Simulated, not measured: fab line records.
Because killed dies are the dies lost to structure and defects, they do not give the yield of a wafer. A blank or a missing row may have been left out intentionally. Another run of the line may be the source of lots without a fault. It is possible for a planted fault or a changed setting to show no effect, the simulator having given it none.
fab line records	flow sky130
[record] lots = 6	wafers = 18	last_day = 50
route steps=708 shown METAL3@556 PAD_OPEN@708
lots untouched by any fault: they come from a run of this same line in which no faults occurred
start_h: hours from the record's opening day to when the first of the lot's shown wafers began	wait_h: how many hours have passed since the lot's step before this one	" identical to the entry in the row above	L1.1+2: several wafers, shown together as one row	- value missing, or start not given	* or withheld: withheld	< > ~ a bound
route shown NAME@n: NAME is a module with steps in the file, n the number in the route of the first one	usual: mean and standard deviation over wafers with no fault	same: alike in all rows	chamber/n: place in a boat	sites: the reading at each site	_std_site: their standard deviation	_edge_site: mean of outer sites minus mean of inner sites	radius_mm: for every site, how far away it sits from the centre of the wafer	mask NAME#n: copy n	behind: the last tool/chamber to shape the wafer	hold: cause of the lot's hold/its duration in hours/its outcome	device: names the non-switching transistor (n, p or np)	end of line: the same wafers' tests at the end of the route	for a step that has no rows: nothing shown but its recipe	killed: dies lost to structure and defects at the first sort, not the wafer's yield	map: dies across one wafer; x = killed, . = not, _ = none there
set.NAME: the setting the step ran with; set.NAME@STEP: the setting that earlier step ran with	model.NAME: the simulator's own value behind a step, which no gauge read
a table for each step, a row for each wafer; lots at some steps of the route
services: the hour from which a tool's chamber was out of use, counted from the record's first day as start_h (under 0 if before that day), plus the number of hours and why
[[steps]]
[step SKY_METAL3_HMDS_06]
[recipe] prime_time_s = 60	prime_temp_c = 120
[step SKY_METAL3_COAT_07]
[recipe] resist = BARC	temp_c = withheld	time_s = withheld	spin_rpm = 3000	resist_thk_nm = 60
[step SKY_METAL3_COAT_08]
[recipe] resist = KrF-thick	spin_rpm = 3000	resist_thk_nm = 1140
[step SKY_METAL3_SOFTBAKE_09]
[recipe] temp_c = 100	time_s = 90	resist = KrF-thick
[step SKY_METAL3_EXPOSE_10]
[recipe] mask_id = MM3	na = 0.68	source_shape = annular	sigma_inner = 0.4	sigma_outer = 0.8	target_cd_nm = 300	dose_mj = 28
[step SKY_METAL3_PEB_11]
[recipe] peb_temp_c = withheld	peb_time_s = withheld	resist = KrF-thick
[step SKY_METAL3_DEVELOP_12]
[recipe] develop_time_s = 60	resist = KrF-thick	dev_temp_c = 21
[step SKY_METAL3_CD_MEAS_13]
[recipe] target_cd_nm = 300
[usual] cd_nm = 300.5/1.5
lot.wafer	tool	chamber	start_h	wait_h	cd_nm
L786.1	cd_sem-02	-	916.50	-	301.9
L786.5	"	-	"	"	303.4
L786.6	"	-	"	"	302.3
L789.1	cd_sem-02	-	947.43	-	299.8
L789.4	"	-	"	"	298.8
L789.6	"	-	"	"	299.3
L792.1	cd_sem-02	-	956.58	-	300.0
L792.3	"	-	"	"	299.0
L792.6	"	-	"	"	301.1
L803.1	cd_sem-01	-	1034.08	-	300.4
L803.2	"	-	"	"	298.9
L803.5	"	-	"	"	300.7
L804.2	cd_sem-01	-	1034.80	-	301.9
L804.3	"	-	"	"	301.2
L804.6	"	-	"	"	302.1
L806.1	cd_sem-02	-	1052.90	-	301.0
L806.4	"	-	"	"	300.5
L806.5	"	-	"	"	299.5
[step SKY_METAL3_OVL_MEAS_14]
[usual] METAL3_OVL = 1/6.6
lot.wafer	tool	chamber	start_h	wait_h	METAL3_OVL[nm]
L786.1	overlay-02	-	916.62	0.1	13
L786.5	"	-	"	"	9
L786.6	"	-	"	"	14
L789.1	overlay-02	-	947.55	0.1	1
L789.4	"	-	"	"	-8
L789.6	"	-	"	"	-6
L792.1	overlay-02	-	956.70	0.1	0
L792.3	"	-	"	"	-3
L792.6	"	-	"	"	-1
L803.1	overlay-01	-	1034.20	0.1	-12
L803.2	"	-	"	"	-5
L803.5	"	-	"	"	-6
L804.2	overlay-01	-	1034.91	0.1	-7
L804.3	"	-	"	"	-3
L804.6	"	-	"	"	-8
L806.1	overlay-01	-	1053.02	0.1	6
L806.4	"	-	"	"	-8
L806.5	"	-	"	"	3
[step SKY_METAL3_DESCUM_15]
[recipe] chemistry = O2	source_power_w = 150	bias_power_w = 0	pressure_mtorr = 10	temp_c = 40	time_s = 8
[usual] drypump_motor_current_A = 5.8/0.33	he_backside_leak_sccm = 3.27/0.3	oes_product_au = 0.996/0.01
[same] bias_power_w = 0
lot.wafer	tool	chamber	start_h	wait_h	drypump_motor_current_A	he_backside_leak_sccm	oes_product_au	rf_hours_counter_h
L786.1	rie_metal-01	0	916.66	0.0	5.7	3.36	0.983	5
L786.5	"	0	"	"	5.7	3.30	0.990	-
L786.6	"	1	"	"	5.9	3.37	1.000	-
L789.1	rie_metal-01	0	947.58	0.0	5.7	3.49	0.987	6
L789.4	"	1	"	"	5.9	3.20	1.003	-
L789.6	"	0	"	"	5.7	3.56	0.984	-
L792.1	rie_metal-02	1	956.74	0.0	5.3	3.32	0.983	1
L792.3	"	1	"	"	5.3	3.06	0.975	-
L792.6	"	0	"	"	6.3	3.09	1.000	-
L803.1	rie_metal-01	0	1034.24	0.0	5.7	3.18	0.980	11
L803.2	"	0	"	"	5.7	3.37	0.987	-
L803.5	"	0	"	"	5.7	3.44	0.985	-
L804.2	rie_metal-02	1	1034.94	0.0	5.3	3.04	0.996	6
L804.3	"	0	"	"	6.3	3.14	1.012	-
L804.6	"	1	"	"	5.3	2.98	0.997	-
L806.1	rie_metal-03	1	1053.06	0.0	5.8	3.46	1.005	11
L806.4	"	0	"	"	5.7	3.45	0.991	-
L806.5	"	1	"	"	5.8	3.45	1.008	-
[step SKY_METAL3_ETCH_16]
[recipe] chemistry = N2/H2	target = BARC	ion_energy_ev = 200	bias_w = 100	pressure_mtorr = 30	n2_flow_sccm = 100	h2_flow_sccm = 200	icp_w = 500	stop_on = SiO2	time_s = 88.2	target_depth_a = 600
[usual] bias_w = 100.03/0.28	drypump_motor_current_A = 5.8/0.33	he_backside_leak_sccm = 3.26/0.26	oes_product_au = 0.626/0.0042	throttle_valve_pct = 13.205/0.0085
lot.wafer	tool	chamber	start_h	wait_h	bias_w	drypump_motor_current_A	he_backside_leak_sccm	oes_product_au	rf_hours_counter_h	throttle_valve_pct
L786.1	rie_metal-01	0	916.69	0.0	99.71	5.7	3.51	0.623	5	13.214
L786.5	"	0	"	"	99.67	5.7	3.30	0.632	-	13.211
L786.6	"	1	"	"	99.63	5.9	3.33	0.619	-	13.216
L789.1	rie_metal-01	0	947.61	0.0	99.59	5.7	3.30	0.618	6	13.195
L789.4	"	1	"	"	100.19	5.9	3.32	0.624	-	13.199
L789.6	"	0	"	"	100.32	5.7	3.26	0.627	-	13.221
L792.1	rie_metal-02	1	956.77	0.0	100.49	5.3	3.36	0.622	1	13.196
L792.3	"	1	"	"	100.67	5.3	3.08	0.622	-	13.198
L792.6	"	0	"	"	99.65	6.3	2.95	0.625	-	13.221
L803.1	rie_metal-01	0	1034.30	0.1	99.28	5.7	3.35	0.634	11	13.186
L803.2	"	0	"	"	99.66	5.7	3.25	0.625	-	13.203
L803.5	"	0	"	"	99.99	5.7	3.31	0.623	-	13.211
L804.2	rie_metal-02	1	1034.97	0.0	100.38	5.3	3.15	0.630	6	13.207
L804.3	"	0	"	"	100.10	6.3	3.19	0.623	-	13.196
L804.6	"	1	"	"	100.31	5.3	3.00	0.620	-	13.215
L806.1	rie_metal-03	1	1053.09	0.0	100.04	5.9	3.31	0.621	11	13.214
L806.4	"	0	"	"	99.66	5.7	3.33	0.623	-	13.193
L806.5	"	1	"	"	99.91	5.9	3.40	0.624	-	13.206
[step SKY_METAL3_ETCH_17]
[recipe] target = SiO2	stop_on = TiN	chemistry = C4F8/O2/Ar	source_w = 1500	bias_w = 1200	pressure_mtorr = 40	c4f8_flow_sccm = withheld	O2_flow_sccm = 6	Ar_flow_sccm = 300	time_s = 3.9	target_depth_a = 150
[usual] bias_w = 1200/3.4	oes_product_au = 0.755/0.0097
lot.wafer	tool	chamber	start_h	wait_h	bias_w	oes_product_au	rf_hours_counter_h
L786.1	rie_diel-01	1	916.79	0.1	1192	0.745	21
L786.5	"	3	"	"	1206	0.745	-
L786.6	"	0	"	"	1200	0.755	-
L789.1	rie_diel-02	3	947.71	0.1	1197	0.749	10
L789.4	"	1	"	"	1204	0.757	4
L789.6	"	0	"	"	1197	0.760	-
L792.1	rie_diel-04	2	956.87	0.1	1203	0.746	6
L792.3	"	0	"	"	1200	0.749	8
L792.6	"	2	"	"	1199	0.752	-
L803.1	rie_diel-04	1	1034.50	0.2	1202	0.753	15
L803.2	"	0	"	"	1199	0.748	10
L803.5	"	1	"	"	1204	0.766	-
L804.2	rie_diel-02	1	1035.07	0.1	1203	0.753	7
L804.3	"	2	"	"	1193	0.758	22
L804.6	"	0	"	"	1194	0.748	-
L806.1	rie_diel-02	0	1053.19	0.1	1197	0.759	16
L806.4	"	3	"	"	1201	0.762	13
L806.5	"	3	"	"	1199	0.755	-
[step SKY_METAL3_METAL_ETCH_18]
[recipe] target_depth_a = 8450	stop_on = SiO2	over_etch_frac = 0.3	time_s = 183.1	chemistry = Cl2/BCl3	resist_sidewall_deg = 88	pressure_mtorr = 10	icp_w = 900	bias_w = 48.5	Cl2_flow_sccm = 60	bcl3_flow_sccm = 30
[usual] bcl3_flow_sccm = 29.99/0.079	bias_w = 48.49/0.14	drypump_motor_current_A = 5.82/0.26	he_backside_leak_sccm = 3.3/0.33	mfc_cl2_sccm = 60.00/0.16	oes_product_au = 0.866/0.0067	throttle_valve_pct = 22.264/0.01
lot.wafer	tool	chamber	start_h	wait_h	bcl3_flow_sccm	bias_w	drypump_motor_current_A	he_backside_leak_sccm	mfc_cl2_sccm	oes_product_au	rf_hours_counter_h	throttle_valve_pct
L786.1	rie_metal-02	0	916.80	0.0	29.95	48.59	6.26	3.2	60.02	0.858	8	22.264
L786.5	"	0	"	"	29.95	48.78	6.26	3.1	59.80	0.869	-	22.264
L786.6	"	0	"	"	29.94	48.69	6.25	3.2	59.91	0.858	-	22.277
L789.1	rie_metal-03	1	947.73	0.0	29.93	48.57	5.89	3.4	59.89	0.871	5	22.270
L789.4	"	0	"	"	30.05	46.71	5.68	3.4	59.87	0.868	-	22.253
L789.6	"	1	"	"	30.08	48.39	5.88	3.5	60.07	0.871	-	22.249
L792.1	rie_metal-03	0	956.89	0.0	30.00	47.00	5.65	3.3	60.10	0.861	12	22.248
L792.3	"	1	"	"	30.10	48.27	5.85	3.3	59.89	0.857	-	22.260
L792.6	"	0	"	"	30.02	46.91	5.65	3.3	60.14	0.864	-	22.283
L803.1	rie_metal-03	1	1034.52	0.0	29.97	48.38	5.86	3.3	60.11	0.871	10	22.261
L803.2	"	0	"	"	29.83	48.31	5.68	3.3	60.08	0.867	17	22.250
L803.5	"	0	"	"	29.97	48.35	5.70	3.2	60.10	0.868	-	22.264
L804.2	rie_metal-01	0	1035.15	0.1	30.00	48.41	5.73	3.3	59.68	0.868	-	22.254
L804.3	"	0	"	"	29.94	48.34	5.72	3.3	59.78	0.862	-	22.283
L804.6	"	0	"	"	29.86	48.38	5.72	3.3	59.95	0.865	-	22.270
L806.1	rie_metal-02	1	1053.21	0.0	29.86	48.48	5.27	3.2	60.10	0.881	8	22.264
L806.4	"	0	"	"	30.01	48.74	6.27	3.1	59.65	0.867	-	22.253
L806.5	"	0	"	"	29.98	48.45	6.27	3.1	59.74	0.862	-	22.277
[step SKY_METAL3_STRIP_19]
[recipe] chemistry = O2/N2	power_w = 1400	pressure_mtorr = 1500	platen_temp_c = withheld	o2_flow_sccm = 3000	n2_flow_sccm = 300	overash_fraction = 0.5
[usual] drypump_motor_current_A = 5.7/0.52	oes_product_au = 0.503/0.006	strip_time_to_endpoint_s = 6.55/0.09
lot.wafer	tool	chamber	start_h	wait_h	drypump_motor_current_A	oes_product_au	rf_hours_counter_h	strip_time_to_endpoint_s
L786.1	plasma_asher-01	1	917.16	0.3	5.3	0.512	106	6.49
L786.5	"	1	"	"	5.3	0.504	-	6.56
L786.6	"	0	"	"	6.0	0.501	-	6.57
L789.1	plasma_asher-01	0	947.91	0.1	6.0	0.492	109	6.42
L789.4	"	0	"	"	6.0	0.511	-	6.59
L789.6	"	1	"	"	5.3	0.502	-	6.49
L792.1	plasma_asher-03	0	957.06	0.1	4.7	0.505	51	6.62
L792.3	"	1	"	"	5.9	0.498	-	6.50
L792.6	"	0	"	"	4.7	0.501	-	6.60
L803.1	plasma_asher-01	1	1034.75	0.2	5.3	0.490	118	6.47
L803.2	"	0	"	"	6.0	0.501	118	6.52
L803.5	"	1	"	"	5.3	0.502	-	6.58
L804.2	plasma_asher-04	0	1035.44	0.2	6.0	0.511	89	6.75
L804.3	"	0	"	"	6.0	0.506	-	6.70
L804.6	"	1	"	"	6.5	0.507	-	6.69
L806.1	plasma_asher-01	0	1053.38	0.1	6.0	0.509	120	6.60
L806.4	"	0	"	"	6.0	0.498	-	6.60
L806.5	"	1	"	"	5.3	0.505	-	6.60
[step SKY_PAD_OPEN_PROBE_99]
[usual] defect_limited_yield = 82.4/1.9	killed_at_M0_to_M3 = 43/6.5	killed_at_M4_up = 3.3/2	killed_at_contacts = 24/5.2	killed_at_front_end = 16/4.2	killed_at_other = 0.3/0.6	killed_dies = 87/9.3	killed_open = 47/7.8	killed_short = 39/6.2	sort_bin_3_pad_short = 0.9/0.42	sort_bin_5_function = 10.5/1.4	sort_bin_6_memory = 6.3/0.97	sort_n_pass = 405/9.3	sort_yield_pct = 82.4/1.9
[same] gross_dies = 492	killed_at_back_side = 0	sort_bin_4_leakage[%] = 0	sort_bin_8_speed[%] = 0
lot.wafer	tool	chamber	start_h	wait_h	defect_limited_yield[%]	killed_at_M0_to_M3	killed_at_M4_up	killed_at_contacts	killed_at_front_end	killed_at_other	killed_dies	killed_open	killed_short	sort_bin_3_pad_short[%]	sort_bin_5_function[%]	sort_bin_6_memory[%]	sort_n_pass	sort_yield_pct[%]
L786.1	prober-01	-	1088.34	0.1	79.1	54	2	22	23	2	103	60	43	0.8	13.4	6.7	389	79.1
L786.5	prober-01	-	1088.54	0.2	80.7	47	3	28	17	0	95	56	39	0.8	12.2	6.3	397	80.7
L786.6	prober-01	-	1088.59	0.2	83.3	39	8	23	12	0	82	47	35	0.4	10.2	6.1	410	83.3
L789.1	prober-01	-	1112.80	0.1	85.6	36	1	19	15	0	71	31	39	1.2	7.1	6.1	421	85.6
L789.4	prober-01	-	1112.95	0.2	85.0	34	1	21	18	0	74	39	35	0.6	8.9	5.5	418	85.0
L789.6	prober-01	-	1113.05	0.2	85.6	34	4	13	20	0	71	39	32	0.6	8.9	4.9	421	85.6
L792.1	prober-01	-	1121.34	0.1	81.5	42	6	25	17	1	91	47	44	0.4	11.6	6.5	401	81.5
L792.3	prober-01	-	1121.44	0.2	82.5	47	2	26	10	1	86	46	40	1.2	10.2	6.1	406	82.5
L792.6	prober-01	-	1121.59	0.2	81.1	38	0	35	20	0	93	57	36	1.0	10.8	7.1	399	81.1
L804.2	prober-01	-	1181.60	0.1	82.5	42	4	21	19	0	86	53	33	1.0	10.6	5.9	406	82.5
L804.3	prober-01	-	1181.65	0.2	82.1	40	5	29	14	0	88	38	49	0.8	10.8	6.3	404	82.1
L804.6	prober-01	-	1181.80	0.2	81.9	43	4	25	17	0	89	45	43	1.4	10.6	6.1	403	81.9
L806.1	prober-01	-	1192.45	0.1	82.9	55	1	17	11	0	84	44	40	0.2	10.6	6.3	408	82.9
L806.4	prober-01	-	1192.60	0.2	86.6	32	1	19	14	0	66	37	29	0.6	5.9	6.9	426	86.6
L806.5	prober-01	-	1192.65	0.2	82.7	51	1	16	17	0	85	46	39	0.8	11.4	5.1	407	82.7
// killed by level:class
L786.1 VIA1:geometric_particle:open=19 FIELD_ISO:geometric_particle:short=10 FIELD_ISO:geometric_particle:open=7 LI_CONTACT:geometric_particle:open=7 CONTACT:geometric_particle:open=7 VIA3:geometric_particle:open=7 METAL2:geometric_particle:short=6 METAL1:geometric_particle:short=5
L786.5 CONTACT:geometric_particle:open=13 VIA1:geometric_particle:open=13 VIA3:geometric_particle:open=7 FIELD_ISO:geometric_particle:short=6 LI_CONTACT:geometric_particle:open=6 METAL1:geometric_particle:short=6 VIA2:geometric_particle:open=5 METAL2:geometric_particle:short=4
L786.6 VIA3:geometric_particle:open=12 LI_CONTACT:geometric_particle:open=7 CONTACT:geometric_particle:open=7 METAL2:geometric_particle:short=7 VIA3:geometric_particle:short=5 LOCAL_INTERCONNECT:geometric_particle:short=5 METAL4:geometric_particle:short=5 POLY_GATE:geometric_particle:open=4
L789.1 LI_CONTACT:geometric_particle:open=7 FIELD_ISO:geometric_particle:short=6 METAL3:geometric_particle:short=6 VIA1:geometric_particle:open=5 CONTACT:geometric_particle:open=5 VIA1:geometric_particle:short=5 VIA3:geometric_particle:open=5 METAL2:geometric_particle:short=4
L789.4 VIA1:geometric_particle:open=7 FIELD_ISO:geometric_particle:short=6 LI_CONTACT:geometric_particle:open=6 CONTACT:geometric_particle:open=6 FIELD_ISO:geometric_particle:open=5 VIA3:geometric_particle:short=5 VIA2:geometric_particle:open=5 VIA3:geometric_particle:open=5
L789.6 VIA3:geometric_particle:open=10 FIELD_ISO:geometric_particle:open=5 VIA1:geometric_particle:open=5 VIA1:geometric_particle:short=4 LI_CONTACT:geometric_particle:open=4 CONTACT:geometric_particle:open=4 METAL1:geometric_particle:short=4 METAL2:geometric_particle:short=4
L792.1 LI_CONTACT:geometric_particle:open=8 CONTACT:geometric_particle:open=7 VIA1:geometric_particle:open=6 METAL2:geometric_particle:short=6 CONTACT:geometric_particle:short=5 VIA3:geometric_particle:open=5 VIA2:geometric_particle:short=5 VIA2:geometric_particle:open=5
L792.3 VIA1:geometric_particle:open=13 VIA2:geometric_particle:open=7 CONTACT:geometric_particle:short=6 LI_CONTACT:geometric_particle:open=6 VIA3:geometric_particle:open=6 LOCAL_INTERCONNECT:geometric_particle:short=5 CONTACT:geometric_particle:open=5 METAL1:geometric_particle:short=5
L792.6 CONTACT:geometric_particle:open=17 VIA2:geometric_particle:open=12 METAL1:geometric_particle:short=9 LI_CONTACT:geometric_particle:open=8 FIELD_ISO:geometric_particle:open=6 FIELD_ISO:geometric_particle:short=5 SPACER:geometric_particle:short=5 CONTACT:geometric_particle:short=5
L804.2 VIA1:geometric_particle:open=14 VIA2:geometric_particle:open=8 METAL1:geometric_particle:short=6 LI_CONTACT:geometric_particle:open=6 CONTACT:geometric_particle:open=6 POLY_GATE:geometric_particle:short=5 CONTACT:geometric_particle:short=5 VIA3:geometric_particle:open=5
L804.3 VIA1:geometric_particle:open=12 LOCAL_INTERCONNECT:geometric_particle:short=10 CONTACT:geometric_particle:open=8 METAL1:geometric_particle:short=7 METAL2:geometric_particle:short=7 FIELD_ISO:geometric_particle:short=6 LI_CONTACT:geometric_particle:open=5 METAL4:geometric_particle:short=5
L804.6 FIELD_ISO:geometric_particle:open=7 LI_CONTACT:geometric_particle:open=7 FIELD_ISO:geometric_particle:short=6 CONTACT:geometric_particle:open=6 VIA3:geometric_particle:open=6 VIA1:geometric_particle:open=6 METAL1:geometric_particle:short=5 VIA1:geometric_particle:short=5
L806.1 VIA2:geometric_particle:open=10 VIA1:geometric_particle:open=10 METAL2:geometric_particle:short=10 CONTACT:geometric_particle:open=5 METAL2:geometric_particle:open=5 POLY_GATE:geometric_particle:short=4 CONTACT:geometric_particle:short=4 VIA2:geometric_particle:short=4
L806.4 CONTACT:geometric_particle:open=10 VIA2:geometric_particle:open=7 FIELD_ISO:geometric_particle:open=4 POLY_GATE:geometric_particle:short=4 LI_CONTACT:geometric_particle:open=4 CONTACT:geometric_particle:short=4 METAL1:geometric_particle:short=4 VIA1:geometric_particle:short=4
L806.5 VIA2:geometric_particle:open=9 VIA1:geometric_particle:open=9 METAL2:geometric_particle:short=8 VIA1:geometric_particle:short=7 POLY_GATE:geometric_particle:open=6 CONTACT:geometric_particle:open=6 VIA3:geometric_particle:open=6 METAL1:geometric_particle:short=5
[[services]]
tool	chamber	start_h	hours	kind
rie_metal-02	1	893.90	-	clean
rie_metal-02	1	893.90	25.7	scheduled_down
rie_metal-02	1	893.90	25.7	vent_cycle
rie_diel-04	3	894.37	6.5	repair
plasma_asher-04	-	901.03	2.8	repair
rie_diel-04	0	918.66	4.2	repair
rie_diel-02	3	921.14	5.9	repair
plasma_asher-01	-	938.68	2.8	pm
rie_diel-04	3	955.44	4.6	repair
plasma_asher-03	-	974.55	14.6	pm
rie_diel-04	2	990.42	23.4	repair
plasma_asher-03	-	1009.85	2.8	repair
rie_metal-01	-	1011.47	0.9	repair
rie_diel-01	-	1020.64	14.6	pm
rie_metal-01	1	1024.67	-	clean
rie_metal-01	1	1024.67	19.6	scheduled_down
rie_metal-01	1	1024.67	19.6	vent_cycle
rie_diel-02	1	1048.36	4.8	repair
[[key]]
[first_sign] step = SKY_METAL3_METAL_ETCH_18	reading = bias_w	direction = down	sigmas = 12	usual = 48.49	struck = 46.87
effect none on later readings
met_at SKY_METAL3_METAL_ETCH_18
struck_wafers L789.4,L792.1,L792.6
[fault] kind = process_parameter_drift	tool = rie_metal-03	chamber = 0	onset_h = 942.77	steps = SKY_METAL3_METAL_ETCH_18	channel = bias_w	offset = -1.5903	shape = step	end_h = 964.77	acts_in = these_recipes_only	stated = 48.5
